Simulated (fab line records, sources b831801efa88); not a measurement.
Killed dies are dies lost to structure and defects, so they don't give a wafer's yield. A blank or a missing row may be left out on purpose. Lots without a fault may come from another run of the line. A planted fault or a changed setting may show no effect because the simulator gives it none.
Which tool did it? | flow sky130 | 12 lots, 36 wafers sampled, at 4 steps of a route of 708

WHAT THE GAUGES READ, wafer by wafer
SKY_SONOS_ONO_CD_MEAS_13: target cd 410 nm. Usual: cd_nm 410.1 nm, standard deviation 2.3.
lot  | measured     | on        | cd_nm (nm)        | flag
L561 | day 13 03:02 | cd_sem-01 | 411.8 410.4 412.0 |
L562 | day 13 05:37 | cd_sem-01 | 409.8 407.7 410.9 |
L563 | day 13 15:42 | cd_sem-02 | 405.8 405.9 407.3 |
L564 | day 13 20:37 | cd_sem-01 | 411.2 408.7 409.7 |
L565 | day 14 11:31 | cd_sem-02 | 414.7 413.7 415.0 |
L566 | day 14 17:35 | cd_sem-02 | 412.9 409.9 411.2 |
L574 | day 17 09:34 | cd_sem-02 | 408.5 407.5 408.2 |
L575 | day 17 22:08 | cd_sem-01 | 408.3 410.2 410.5 |
L577 | day 18 16:31 | cd_sem-01 | 411.4 411.5 410.7 |
L580 | day 19 10:40 | cd_sem-02 | 411.5 410.8 410.8 |
L581 | day 19 20:56 | cd_sem-02 | 409.2 409.4 408.1 |
L583 | day 20 18:04 | cd_sem-02 | 412.5 412.3 411.6 |

SKY_LDD_N_TW_MEAS_17. Usual: LDD_N_TW 2551, standard deviation 20.
lot  | measured     | on            | LDD_N_TW       | flag
L561 | day 18 08:32 | film_metro-01 | 2570 2582 2586 |
L562 | day 18 08:39 | film_metro-03 | 2520 2524 2515 |
L563 | day 19 03:07 | film_metro-03 | 2518 2518 2530 |
L564 | day 19 03:15 | film_metro-04 | 2593 2586 2579 |
L565 | day 20 00:18 | film_metro-04 | 2572 2567 2571 |
L566 | day 20 06:19 | film_metro-01 | 2548 2554 2551 |
L574 | day 23 00:27 | film_metro-03 | 2528 2541 2541 |
L575 | day 23 12:39 | film_metro-04 | 2550 2555 2549 |
L577 | day 24 07:05 | film_metro-04 | 2550 2541 2535 |
L580 | day 25 00:00 | film_metro-01 | 2577 2575 2584 |
L581 | day 25 07:16 | film_metro-03 | 2523 2535 2531 |
L583 | day 26 07:15 | film_metro-03 | 2518 2525 2524 |

SKY_LDD_P_TW_MEAS_11. Usual: LDD_P_TW 627, standard deviation 3.5.
lot  | measured     | on            | LDD_P_TW                | flag
L561 | day 19 15:21 | film_metro-03 | 624 625 622             |
L562 | day 19 15:19 | film_metro-02 | 627 626 624             |
L563 | day 20 10:38 | film_metro-02 | 627 627 625             |
L564 | day 20 10:55 | film_metro-02 | 627 629 625             |
L565 | day 21 08:07 | film_metro-02 | 622 625 627             |
L566 | day 21 13:05 | film_metro-04 | 632 634 632             |
L574 | day 24 06:34 | film_metro-04 | 641 644 640 642 641 642 | OFF
L575 | day 24 17:59 | film_metro-02 | 643 639 639 641 643 642 | OFF
L577 | day 25 13:13 | film_metro-02 | 634 630 630             |
L580 | day 26 06:01 | film_metro-02 | 629 623 628             |
L581 | day 26 12:44 | film_metro-02 | 625 628 628             |
L583 | day 27 12:01 | film_metro-04 | 628 627 629             |

WHICH TOOL RAN EACH LOT (tool, then ch and the chambers of the sampled wafers, then the start)
lot  | SKY_LDD_P_IMPLANT_09
L561 | implanter-01 ch 0, day 19 15:09
L562 | implanter-02 ch 0, day 19 15:04
L563 | implanter-02 ch 0, day 20 10:25
L564 | implanter-01 ch 0, day 20 10:40
L565 | implanter-02 ch 0, day 21 07:52
L566 | implanter-04 ch 0, day 21 12:52
L574 | implanter-01 ch 0, day 24 06:19
L575 | implanter-01 ch 0, day 24 17:45
L577 | implanter-02 ch 0, day 25 12:58
L580 | implanter-02 ch 0, day 26 05:46
L581 | implanter-04 ch 0, day 26 12:30
L583 | implanter-02 ch 0, day 27 11:46
- SKY_LDD_P_IMPLANT_09

WHAT THE TOOLS THEMSELVES READ (means of the sampled wafers that have a number; where no wafer has one, the mark that the record gives instead)
SKY_LDD_P_IMPLANT_09. Usual: dose_ions_cm2 9.998e+12, standard deviation 1.3e+10; faraday_current_uA 56.4, standard deviation 1.1.
lot  | tool         | dose_ions_cm2 | faraday_current_uA | flag
L561 | implanter-01 | 9.982e+12     | 56.9               |
L562 | implanter-02 | 9.988e+12     | 56.2               |
L563 | implanter-02 | 9.989e+12     | 56.7               |
L564 | implanter-01 | 9.983e+12     | 56.4               |
L565 | implanter-02 | 1.000e+13     | 57.1               |
L566 | implanter-04 | 9.999e+12     | 56.2               |
L574 | implanter-01 | 1.064e+13     | 58.9               | OFF
L575 | implanter-01 | 1.063e+13     | 61.0               | OFF
L577 | implanter-02 | 9.997e+12     | 56.8               |
L580 | implanter-02 | 9.999e+12     | 57.2               |
L581 | implanter-04 | 1.001e+13     | 56.4               |
L583 | implanter-02 | 1.000e+13     | 56.0               |

THE ANSWER, worked out from the rows above alone
Rule: a lot is off if the mean of its wafers that have a number lies more than 3 standard deviations from the usual mean. A lot without any number at a reading at which 4 lots or more have one is off too. The other lots that the step has rows for count as sound. The gauges are gone through in route order, then the tools' own readings, and for those a lot's mean is taken as printed above. The first step at which some lot is off is used, and at that step the reading that is off furthest; a lot without a number counts as furthest.
Off: L574, L575, at SKY_LDD_P_TW_MEAS_11 (LDD_P_TW).
A tool fits if, at a process step before that reading, it ran every lot that is off, and no sound lot after the first of them. The gauges at SKY_LDD_P_TW_MEAS_11 aren't tried: what is off there is off at SKY_LDD_P_IMPLANT_09 too, on other tools, and a gauge's error can't cause that. One fits: implanter-01 at SKY_LDD_P_IMPLANT_09. Its last sound lot is L564 (day 20 10:40), its first lot that is off L574 (day 24 06:19): a fault that began between those two fits.
The tool's own readings at SKY_LDD_P_IMPLANT_09 bear it out: on the lots that are off they differ by more than 5 times the standard deviation of the sound lots' means. dose_ions_cm2 reads 1.064e+13 there against 9.995e+12 on the sound lots; faraday_current_uA reads 60.0 there against 56.6 on the sound lots.

WHAT THE SIMULATOR HAD PUT IN
Process parameter drift: implanter-01, from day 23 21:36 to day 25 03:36, at SKY_LDD_P_IMPLANT_09. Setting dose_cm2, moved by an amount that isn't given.
Lots struck among those shown: L574, L575. The rule above found the same.
